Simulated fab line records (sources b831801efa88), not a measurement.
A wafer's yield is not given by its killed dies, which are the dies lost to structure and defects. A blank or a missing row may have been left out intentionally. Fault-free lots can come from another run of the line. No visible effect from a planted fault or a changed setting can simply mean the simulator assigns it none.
fab line records	flow gf180mcu
record: lots: 13	wafers: 39	last_day: 34
route steps=602 shown NWELL@49 LVPWELL@63 HV_LDD@208
lots with no fault: from the same line, run without faults
start_h: start of the lot's first displayed wafer, in hours after the record's first day	wait_h: hours elapsed since this lot's preceding step	" unchanged from the row above	L1.1+2: several wafers, shown together as one row	- value missing, or start not given	* or withheld: withheld	< > ~ a bound
route shown NAME@n: a module of which the file shows steps, and the number in the route of the first	usual: the fault-free wafers' mean and standard deviation	same: alike in all rows	chamber/n: place in a boat	sites: readings site by site	_std_site: standard deviation of those values	_edge_site: outer sites' mean less inner sites'	radius_mm: how far each site lies from the wafer's centre	mask NAME#n: copy n	behind: the last tool/chamber to shape the wafer	hold: the reason the lot was held/the length of the hold in hours/how it ended	device: transistor that didn't switch, given as n, p or np	end of line: the tests these same wafers got at the end of their route	step lacking rows: just its recipe	killed: dies lost to structure and defects at the first sort, not the wafer's yield	map: per-die view of a wafer (x killed, . not killed, _ where there is no die)
set.NAME: the run value of the setting; set.NAME@STEP: its run value at that earlier step	model.NAME: the simulator's own value behind a step, which no gauge read
steps of the route over a sample of lots; a table a step, a row a wafer
services: the hour from which a tool's chamber was out of use, counted from the record's first day as start_h (under 0 if before that day), plus the number of hours and why
== steps ==
step: GF_NWELL_OVL_MEAS_07
usual: NWELL_OVL: -0.3/1.3
lot.wafer	tool	chamber	start_h	wait_h	NWELL_OVL[nm]
L623.2	overlay-01	-	65.82	-	-3.3
L623.4	"	-	"	"	1.0
L623.6	"	-	"	"	-0.9
L624.2	overlay-02	-	72.45	-	-4.0
L624.3	"	-	"	"	-1.7
L624.6	"	-	"	"	-2.1
L626.2	overlay-02	-	82.01	-	-3.1
L626.3	"	-	"	"	-0.3
L626.6	"	-	"	"	-1.9
L627.1	overlay-01	-	88.95	-	-1.6
L627.3	"	-	"	"	0.7
L627.4	"	-	"	"	-0.6
L628.1	overlay-01	-	98.10	-	0.0
L628.2	"	-	"	"	0.0
L628.3	"	-	"	"	0.2
L629.3	overlay-02	-	101.81	-	-0.6
L629.4	"	-	"	"	-1.2
L629.5	"	-	"	"	0.5
L631.1	overlay-02	-	110.55	-	-0.2
L631.3	"	-	"	"	-3.2
L631.4	"	-	"	"	-0.5
L632.3	overlay-01	-	114.11	-	0.1
L632.5	"	-	"	"	0.2
L632.6	"	-	"	"	1.6
L633.1	overlay-02	-	122.75	-	1.6
L633.3	"	-	"	"	0.1
L633.5	"	-	"	"	-0.1
L639.1	overlay-02	-	156.55	-	0.3
L639.2	"	-	"	"	0.0
L639.4	"	-	"	"	0.0
L641.1	overlay-02	-	164.77	-	-0.9
L641.2	"	-	"	"	0.6
L641.4	"	-	"	"	0.5
L642.2	overlay-01	-	171.42	-	0.9
L642.5	"	-	"	"	2.9
L642.6	"	-	"	"	1.3
L643.1	overlay-02	-	176.32	-	-0.9
L643.4	"	-	"	"	0.1
L643.6	"	-	"	"	-0.3
step: GF_LVPWELL_IMPLANT_09
recipe: species: B	energy_kev: 60	dose_cm2: 5e+12	tilt_deg: 0
usual: beam_on_s: 9.99/0.21	dose_ions_cm2: 5e+12/4.5e+09	faraday_current_uA: 28.2/0.6	tilt_deg: 0.004/0.017
lot.wafer	tool	chamber	start_h	wait_h	beam_on_s	dose_ions_cm2	faraday_current_uA	tilt_deg
L623.2	implanter-02	0	79.53	0.1	10.17	5.001e+12	27.7	-0.017
L623.4	"	0	"	"	10.03	4.996e+12	28.2	-0.001
L623.6	"	0	"	"	9.77	4.997e+12	28.9	-0.019
L624.2	implanter-01	0	87.13	0.1	9.79	4.999e+12	28.9	0.012
L624.3	"	0	"	"	10.00	4.997e+12	28.2	0.015
L624.6	"	0	"	"	9.98	5.007e+12	28.1	-0.027
L626.2	implanter-01	0	96.31	0.1	9.93	4.997e+12	28.5	0.019
L626.3	"	0	"	"	9.99	5.003e+12	28.1	0.015
L626.6	"	0	"	"	9.89	4.997e+12	28.5	-0.012
L627.1	implanter-02	0	103.80	0.1	9.88	4.992e+12	28.7	-0.039
L627.3	"	0	"	"	10.29	4.994e+12	27.4	0.013
L627.4	"	0	"	"	10.04	5e+12	28.0	0.005
L628.1	implanter-01	0	111.98	0.1	9.51	4.994e+12	29.7	-0.006
L628.2	"	0	"	"	10.69	5.002e+12	26.4	-0.010
L628.3	"	0	"	"	10.36	4.997e+12	27.2	-0.014
L629.3	implanter-01	0	116.85	0.1	10.09	5.001e+12	28.0	0.013
L629.4	"	0	"	"	10.27	5.005e+12	27.3	0.006
L629.5	"	0	"	"	10.03	5.003e+12	28.1	-0.050
L631.1	implanter-02	0	125.75	0.1	10.23	5.007e+12	27.7	0.024
L631.3	"	0	"	"	9.76	5.005e+12	28.9	0.023
L631.4	"	0	"	"	10.05	4.996e+12	28.1	0.026
L632.3	implanter-01	0	129.95	0.1	9.61	5.675e+12	33.1	-0.003
L632.5	"	0	"	"	9.91	5.673e+12	32.4	0.018
L632.6	"	0	"	"	10.11	5.673e+12	31.8	-0.005
L633.1	implanter-01	0	138.65	0.1	10.17	5.675e+12	31.3	0.001
L633.3	"	0	"	"	10.03	5.675e+12	31.9	-0.001
L633.5	"	0	"	"	10.12	5.672e+12	31.7	-0.009
L639.1	implanter-03	0	173.25	0.1	10.08	4.999e+12	27.9	0.017
L639.2	"	0	"	"	9.85	4.991e+12	28.5	0.016
L639.4	"	0	"	"	10.31	5.001e+12	27.4	0.000
L641.1	implanter-03	0	181.35	0.1	9.86	4.993e+12	28.7	-0.008
L641.2	"	0	"	"	10.10	5.001e+12	27.8	-0.029
L641.4	"	0	"	"	10.04	5.004e+12	28.1	-0.035
L642.2	implanter-03	0	188.93	0.1	9.73	4.996e+12	28.9	-0.003
L642.5	"	0	"	"	9.98	4.996e+12	28.3	-0.022
L642.6	"	0	"	"	10.25	4.994e+12	27.6	0.025
L643.1	implanter-02	0	193.70	0.1	9.93	4.999e+12	28.5	-0.008
L643.4	"	0	"	"	9.87	4.997e+12	28.6	-0.020
L643.6	"	0	"	"	9.91	5.003e+12	28.4	-0.004
step: GF_VT_IMPLANT_RS_MEAS_48
recipe: thk_meas_gauge: four-point-probe
usual: LVPWELL_RS: 1195.9/2.6
lot.wafer	tool	chamber	start_h	wait_h	LVPWELL_RS[ohm/sq]
L623.2	film_metro-02	-	173.17	0.1	1198.0
L623.4	"	-	"	"	1196.5
L623.6	"	-	"	"	1195.9
L624.2	film_metro-01	-	180.56	0.1	1201.1
L624.3	"	-	"	"	1195.9
L624.6	"	-	"	"	1198.5
L626.2	film_metro-02	-	192.51	0.1	1194.6
L626.3	"	-	"	"	1187.4
L626.6	"	-	"	"	1192.7
L627.1	film_metro-01	-	200.74	0.1	1199.5
L627.3	"	-	"	"	1196.7
L627.4	"	-	"	"	1199.2
L628.1	film_metro-01	-	210.95	0.1	1193.7
L628.2	"	-	"	"	1193.3
L628.3	"	-	"	"	1191.7
L629.3	film_metro-04	-	216.42	0.1	1196.9
L629.4	"	-	"	"	1193.0
L629.5	"	-	"	"	1194.8
L631.1	film_metro-04	-	227.85	0.1	1194.1
L631.3	"	-	"	"	1193.6
L631.4	"	-	"	"	1194.3
L632.3	film_metro-02	-	231.79	0.1	1164.6
L632.5	"	-	"	"	1165.4
L632.6	"	-	"	"	1170.0
L633.1	film_metro-02	-	241.63	0.1	1170.7
L633.3	"	-	"	"	1164.5
L633.5	"	-	"	"	1165.5
L639.1	film_metro-01	-	285.13	0.1	1195.3
L639.2	"	-	"	"	1191.6
L639.4	"	-	"	"	1194.6
L641.1	film_metro-02	-	295.22	0.1	1196.9
L641.2	"	-	"	"	1194.7
L641.4	"	-	"	"	1193.1
L642.2	film_metro-02	-	301.85	0.1	1192.1
L642.5	"	-	"	"	1194.5
L642.6	"	-	"	"	1194.0
L643.1	film_metro-02	-	308.59	0.1	1196.0
L643.4	"	-	"	"	1193.8
L643.6	"	-	"	"	1195.4
step: GF_HV_LDD_OVL_MEAS_32
usual: HV_LDD_02_OVL: 0.6/1.3
lot.wafer	tool	chamber	start_h	wait_h	HV_LDD_02_OVL[nm]
L623.2	overlay-01	-	274.04	0.1	1.1
L623.4	"	-	"	"	-1.1
L623.6	"	-	"	"	1.0
L624.2	overlay-02	-	283.84	0.1	1.2
L624.3	"	-	"	"	-1.9
L624.6	"	-	"	"	0.2
L626.2	overlay-01	-	297.04	0.1	1.3
L626.3	"	-	"	"	0.3
L626.6	"	-	"	"	-1.4
L627.1	overlay-02	-	303.54	0.1	-0.7
L627.3	"	-	"	"	-0.7
L627.4	"	-	"	"	-0.5
L628.1	overlay-01	-	318.78	0.1	1.7
L628.2	"	-	"	"	3.3
L628.3	"	-	"	"	0.3
L629.3	overlay-02	-	323.19	0.1	-0.3
L629.4	"	-	"	"	-2.5
L629.5	"	-	"	"	1.8
L631.1	overlay-01	-	338.78	0.1	1.5
L631.3	"	-	"	"	-1.3
L631.4	"	-	"	"	0.4
L632.3	overlay-02	-	345.15	0.1	0.9
L632.5	"	-	"	"	1.2
L632.6	"	-	"	"	-0.6
L633.1	overlay-02	-	352.07	0.1	1.0
L633.3	"	-	"	"	-0.7
L633.5	"	-	"	"	0.9
L639.1	overlay-01	-	401.83	0.1	0.7
L639.2	"	-	"	"	1.1
L639.4	"	-	"	"	2.5
L641.1	overlay-01	-	412.63	0.1	0.6
L641.2	"	-	"	"	1.9
L641.4	"	-	"	"	-1.4
L642.2	overlay-02	-	418.72	0.1	0.9
L642.5	"	-	"	"	2.3
L642.6	"	-	"	"	0.3
L643.1	overlay-01	-	427.18	0.1	1.4
L643.4	"	-	"	"	1.2
L643.6	"	-	"	"	1.4
step: GF_HV_LDD_STRIP_49
recipe: chemistry: O2/N2	power_w: 1400	pressure_mtorr: 1500	platen_temp_c: 250	o2_flow_sccm: 3000	n2_flow_sccm: 300	overash_fraction: 0.5
usual: drypump_motor_current_A: 5.8/0.41	heater_power_w: 328/19	oes_product_au: 0.716/0.0045	strip_time_to_endpoint_s: 12.62/0.035
lot.wafer	tool	chamber	start_h	wait_h	drypump_motor_current_A	heater_power_w	oes_product_au	rf_hours_counter_h	strip_time_to_endpoint_s
L623.2	plasma_asher-04	1	294.97	0.1	6.0	344	0.713	63	12.67
L623.4	"	0	"	"	5.3	320	0.717	-	12.63
L623.6	"	0	"	"	5.3	322	0.717	-	12.67
L624.2	plasma_asher-04	1	303.75	0.1	6.0	339	0.726	64	12.63
L624.3	"	0	"	"	5.3	320	0.716	-	12.61
L624.6	"	0	"	"	5.3	320	0.716	-	12.64
L626.2	plasma_asher-04	1	318.92	0.1	6.0	349	0.724	66	12.73
L626.3	"	0	"	"	5.3	323	0.720	-	12.68
L626.6	"	0	"	"	5.3	319	0.713	-	12.66
L627.1	plasma_asher-01	1	324.87	0.1	6.1	317	0.710	51	12.63
L627.3	"	0	"	"	6.3	343	0.721	-	12.60
L627.4	"	1	"	"	6.1	323	0.716	-	12.68
L628.1	plasma_asher-04	0	341.07	0.1	5.3	319	0.719	69	12.63
L628.2	"	1	"	"	6.0	355	0.723	69	12.70
L628.3	"	0	"	"	5.3	313	0.718	-	12.67
L629.3	plasma_asher-03	1	346.20	0.1	5.6	296	0.722	-	12.64
L629.4	"	0	"	"	5.2	334	0.712	-	12.66
L629.5	"	0	"	"	5.1	336	0.719	-	12.66
L631.1	plasma_asher-01	1	361.50	0.1	6.0	315	0.721	55	12.67
L631.3	"	1	"	"	6.0	316	0.723	-	12.62
L631.4	"	0	"	"	6.3	341	0.716	-	12.64
L632.3	plasma_asher-03	0	368.15	0.1	5.2	328	0.722	-	12.65
L632.5	"	0	"	"	5.1	330	0.715	-	12.63
L632.6	"	1	"	"	5.6	289	0.715	-	12.59
L633.1	plasma_asher-01	1	375.52	0.1	6.1	318	0.720	57	12.53
L633.3	"	0	"	"	6.3	343	0.722	-	12.56
L633.5	"	1	"	"	6.1	313	0.726	-	12.61
L639.1	plasma_asher-01	0	426.07	0.1	6.3	343	0.709	62	12.64
L639.2	"	1	"	"	6.0	315	0.710	62	12.66
L639.4	"	0	"	"	6.3	342	0.717	-	12.64
L641.1	plasma_asher-01	0	436.85	0.1	6.3	345	0.713	64	12.62
L641.2	"	1	"	"	6.0	328	0.719	64	12.65
L641.4	"	1	"	"	6.0	319	0.711	-	12.65
L642.2	plasma_asher-01	1	442.97	0.1	6.0	318	0.723	64	12.60
L642.5	"	0	"	"	6.3	343	0.721	-	12.58
L642.6	"	1	"	"	6.0	319	0.713	-	12.59
L643.1	plasma_asher-01	1	452.42	0.1	6.0	316	0.718	65	12.63
L643.4	"	0	"	"	6.3	340	0.718	-	12.64
L643.6	"	1	"	"	6.0	313	0.715	-	12.62
== services ==
tool	chamber	start_h	hours	kind
plasma_asher-01	-	57.77	28.1	pm
plasma_asher-04	-	66.92	0.8	repair
implanter-02	-	76.42	1.4	repair
implanter-03	-	76.72	5.4	pm
plasma_asher-04	-	81.04	2.8	pm
plasma_asher-03	-	108.75	9.0	pm
plasma_asher-03	-	120.32	7.0	pm
implanter-03	-	132.94	2.1	pm
implanter-01	-	190.79	0.9	repair
implanter-01	-	206.57	4.2	pm
implanter-02	-	206.84	12.8	pm
implanter-02	-	224.84	1.6	repair
implanter-02	-	227.59	10.1	repair
implanter-02	-	275.57	4.9	pm
plasma_asher-03	-	301.62	14.6	pm
implanter-01	-	310.54	2.3	repair
implanter-03	-	325.91	5.7	repair
implanter-01	-	339.14	1.2	repair
implanter-01	-	353.21	2.0	repair
plasma_asher-03	-	413.87	2.8	pm
implanter-02	-	418.71	27.7	pm
plasma_asher-04	-	421.25	9.0	pm
implanter-01	-	448.65	2.0	repair
plasma_asher-04	-	451.01	1.0	repair
== key ==
first_sign: step: GF_LVPWELL_IMPLANT_09	reading: dose_ions_cm2	direction: up	sigmas: 99+	usual: 5e+12	struck: 5.674e+12
effect: step: GF_LVPWELL_IMPLANT_09	reading: faraday_current_uA	direction: up	sigmas: 6.4	usual: 28.2	struck: 32.1
effect: step: GF_VT_IMPLANT_RS_MEAS_48	reading: LVPWELL_RS	direction: down	sigmas: 11	usual: 1195.9	struck: 1166.8
met_at GF_LVPWELL_IMPLANT_09
struck_lots L632,L633
tester_left_out L632,L633
not_acting_at GF_NWELL_OVL_MEAS_07,GF_HV_LDD_OVL_MEAS_32,GF_HV_LDD_STRIP_49
onset_between 116.85 129.95
fault: kind: process_parameter_drift	tool: implanter-01	chamber: -	onset_h: 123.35	steps: GF_LVPWELL_IMPLANT_09	channel: dose_cm2	offset: 6.7497e+11	shape: step	end_h: 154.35	acts_in: these_recipes_only	stated: 5e+12
tester_left_out: of these lots the tester's yield and bins aren't shown, on N5 and GAA mostly nor the transistor test; their killed dies are dies lost to structure and defects alone, not to doping, threshold or leakage, so they don't give the yield
